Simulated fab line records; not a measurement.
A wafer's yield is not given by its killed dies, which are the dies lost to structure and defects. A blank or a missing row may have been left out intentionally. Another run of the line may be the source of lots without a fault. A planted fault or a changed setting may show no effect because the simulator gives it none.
A struck lot beside a sound one + flow sky130 + 43 steps out of a route of 708
Sound: wafers L806.1, L806.4, L806.6. Struck: wafers L812.2, L812.4, L812.5. The cause is named last.
Order at every step that has rows: each side's tool, ch and its chambers, its first start. Under that, the readings that differ: sound wafers + struck wafers + difference of the means + sigmas: that difference in standard deviations of wafers without a fault.
alike: readings with means less than 2 such deviations apart, plus words and numbers identical on both sides. not compared: withheld readings, readings lacking a value on some wafer, bounds such as >300 that could conceal the same value, and numbers that have no deviation in the record and whose values overlap.
A row with sigmas, a row that says differs or no value, or rows on one side alone: a step with any of these is where the two part. Numbers that have no deviation but don't overlap get no sigmas and don't part them. A reading missing from all wafers of one side parts the sides only when that side holds two or more wafers.

first, 4 steps without rows for these wafers: SKY_VIA2_CLEAN_18 (cleans in IPA, time 180 s); SKY_VIA2_CLEAN_19 (cleans in O3/DIW); SKY_VIA2_SPUTTER_20 (material TiN, target thk 20 nm, time 80 s); SKY_VIA2_CVD_21 (deposits W, target thk 420 nm, time 126.4 s).
SKY_VIA2_RS_MEAS_22: the measuring method here is four-point-probe.
  struck on film_metro-01, day 39 22:41; sound on film_metro-02, day 38 03:51
  alike: VIA2_W_RS
SKY_VIA2_THK_MEAS_23: measures by xrf.
  struck on film_metro-01, day 39 22:48; sound on film_metro-02, day 38 03:58
  alike: VIA2_W_THK
SKY_VIA2_CMP_24: polishes, stops on SiO2, t overpolish 20 s, target thk 0 nm.
  sound on cmp-02 ch 1,2, day 38 04:02; struck on cmp-02 ch 0,1,2, day 39 22:57
| reading                | sound    | struck      | difference | sigmas |
|------------------------|----------|-------------|------------|--------|
| time_to_endpoint_s (s) | 97 98 98 | 106 107 109 | +10        | +3     |
  alike: head_pressure_psi, motor_current_A, overpolish_run_s
then, 1 step without rows for these wafers: SKY_METAL3_SPUTTER_00 (material Ti, target thk 15 nm, time 10 s).
SKY_METAL3_SPUTTER_01: material TiN, target thk 20 nm, time 16.7 s.
  struck on pvd_sputter-01, day 39 23:11; sound on pvd_sputter-02, day 38 04:21
  alike: chamber_pressure_pa, throttle_valve_pct
then, 2 steps without rows for these wafers: SKY_METAL3_SPUTTER_02 (material AlCu, target thk 735 nm, time 39.1 s); SKY_METAL3_SPUTTER_03 (material Ti, target thk 5 nm, time 3.3 s).
SKY_METAL3_SPUTTER_04: material TiN, target thk 70 nm, time 58.3 s.
  struck on pvd_sputter-01, day 39 23:16; sound on pvd_sputter-02, day 38 04:26
  alike: chamber_pressure_pa, throttle_valve_pct
SKY_CAPM_CVD_00: deposits SiO2, target thk 15.5 nm.
  sound on pecvd-01 ch 1,2, day 38 04:29; struck on pecvd-03 ch 0,2, day 39 23:19
| reading                               | sound             | struck            | difference | sigmas |
|---------------------------------------|-------------------|-------------------|------------|--------|
| rf_fwd_power_W (W)                    | 440.5 439.1 441.1 | 514.5 514.6 510.8 | +73.1      | +30    |
| model.SiO2_of_CAPM_CVD_00.thk_nm (nm) | 15.23 15.6 15.59  | 16.07 16.46 16.63 | +0.91      |        |
  alike: heater_power_w
SKY_CAPM_THK_MEAS_01:
  struck on film_metro-03, day 39 23:34; sound on film_metro-03, day 38 04:30
| reading              | sound             | struck            | difference | sigmas |
|----------------------|-------------------|-------------------|------------|--------|
| CAPM_CVD_00_THK (nm) | 15.27 15.65 15.59 | 16.11 16.46 16.62 | +0.89      | +3     |
  not compared: hold
SKY_CAPM_RS_MEAS_03: the measuring method here is four-point-probe.
  struck on film_metro-04, day 40 02:55; sound on film_metro-04, day 38 04:40
  alike: CAPM_TIN_RS
SKY_CAPM_THK_MEAS_04: measures by xrf.
  struck on film_metro-04, day 40 03:01; sound on film_metro-04, day 38 04:47
  alike: CAPM_TIN_THK
then, 7 steps without rows for these wafers: SKY_CAPM_DEHYDRATE_05 (time 60 s); SKY_CAPM_HMDS_06 (prime time 60 s); SKY_CAPM_COAT_07 (resist thk 1140 nm); SKY_CAPM_SOFTBAKE_08 (time 60 s); SKY_CAPM_EXPOSE_09 (exposes mask CAPM, target cd 1000 nm); SKY_CAPM_PEB_10; SKY_CAPM_DEVELOP_11 (develop time 60 s).
SKY_CAPM_OVL_MEAS_12:
  struck on overlay-01, day 40 23:03; sound on overlay-01, day 39 06:09
  alike: CAPM_OVL
then, 1 step without rows for these wafers: SKY_CAPM_METAL_ETCH_13 (etches TiN in Cl2/BCl3, stops on SiO2, target depth 220 nm, time 62.9 s).
SKY_CAPM_STRIP_14: strips in O2/N2.
  sound on plasma_asher-01 ch 0,1, day 39 06:16; struck on plasma_asher-01 ch 0,1, day 40 23:13
| reading                      | sound             | struck            | difference | sigmas |
|------------------------------|-------------------|-------------------|------------|--------|
| strip_time_to_endpoint_s (s) | 12.77 12.72 12.68 | 12.65 12.59 12.58 | -0.12      | -3     |
  alike: drypump_motor_current_A, oes_product_au
  not compared: rf_hours_counter_h
then, 11 steps without rows for these wafers: SKY_CAPM_STRIP_15 (strips in post etch residue remover, time 1200 s); SKY_CAPM_CLEAN_16 (cleans in IPA, time 180 s); SKY_CAPM_CLEAN_17 (cleans in O3/DIW); SKY_METAL3_DEHYDRATE_05 (time 60 s); SKY_METAL3_HMDS_06 (prime time 60 s); SKY_METAL3_COAT_07 (resist thk 60 nm); SKY_METAL3_COAT_08 (resist thk 1140 nm); SKY_METAL3_SOFTBAKE_09 (time 90 s); SKY_METAL3_EXPOSE_10 (exposes mask MM3, target cd 300 nm); SKY_METAL3_PEB_11; SKY_METAL3_DEVELOP_12 (develop time 60 s).
SKY_METAL3_CD_MEAS_13: target cd 300 nm.
  struck on cd_sem-01, day 41 22:51; sound on cd_sem-01, day 40 07:09
  alike: cd_nm
SKY_METAL3_OVL_MEAS_14:
  struck on overlay-02, day 41 22:58; sound on overlay-02, day 40 07:16
  alike: METAL3_OVL
SKY_METAL3_DESCUM_15: chemistry O2, time 8 s.
  sound on rie_metal-03 ch 1, day 40 07:18; struck on rie_metal-01 ch 0,1, day 41 22:59
  alike: drypump_motor_current_A, oes_product_au
  not compared: rf_hours_counter_h
then, 1 step without rows for these wafers: SKY_METAL3_ETCH_16 (etches BARC in N2/H2, stops on SiO2, time 88.2 s, target depth 60 nm).
SKY_METAL3_ETCH_17: etches SiO2 in C4F8/O2/Ar, stops on TiN, time 3.9 s, target depth 15 nm.
  sound on rie_diel-04 ch 0,1, day 40 07:34; struck on rie_diel-01 ch 0,2,3, day 41 23:07
| reading               | sound             | struck            | difference | sigmas |
|-----------------------|-------------------|-------------------|------------|--------|
| oes_product_au (a.u.) | 0.753 0.762 0.760 | 0.767 0.777 0.785 | +0.018     | +2     |
  not compared: rf_hours_counter_h
-- the record jumps here: 7 days lie between the struck wafers' starts before and after (it left off in module METAL3 and takes up again in module PAD_OPEN, whose first step shown is number 708 of the route) --
SKY_PAD_OPEN_PROBE_99:
  struck on prober-01, day 48 13:49; sound on prober-01, day 47 05:52
| reading                      | sound             | struck            | difference | sigmas |
|------------------------------|-------------------|-------------------|------------|--------|
| model.etest.cap_mim.bv_v (V) | 14.36 14.35 14.11 | 14.97 14.74 14.91 | +0.60      |        |
| model.etest.cap_mim.c_ff_um2 | 2.377 2.321 2.341 | 2.263 2.191 2.173 | -0.137     |        |
  alike: defect_limited_yield, killed_at_M0_to_M3, killed_at_M4_up, killed_at_contacts, killed_at_front_end, killed_at_other, killed_dies, killed_open, killed_short, sort_bin_3_pad_short, sort_bin_5_function, sort_bin_6_memory, sort_n_pass, sort_yield_pct

WHERE THEY PART
First at SKY_VIA2_CMP_24; last, within this record, at SKY_METAL3_ETCH_17. Later steps at which nothing parts them and some readings are alike: SKY_PAD_OPEN_PROBE_99.

WHY: what the simulator had put in
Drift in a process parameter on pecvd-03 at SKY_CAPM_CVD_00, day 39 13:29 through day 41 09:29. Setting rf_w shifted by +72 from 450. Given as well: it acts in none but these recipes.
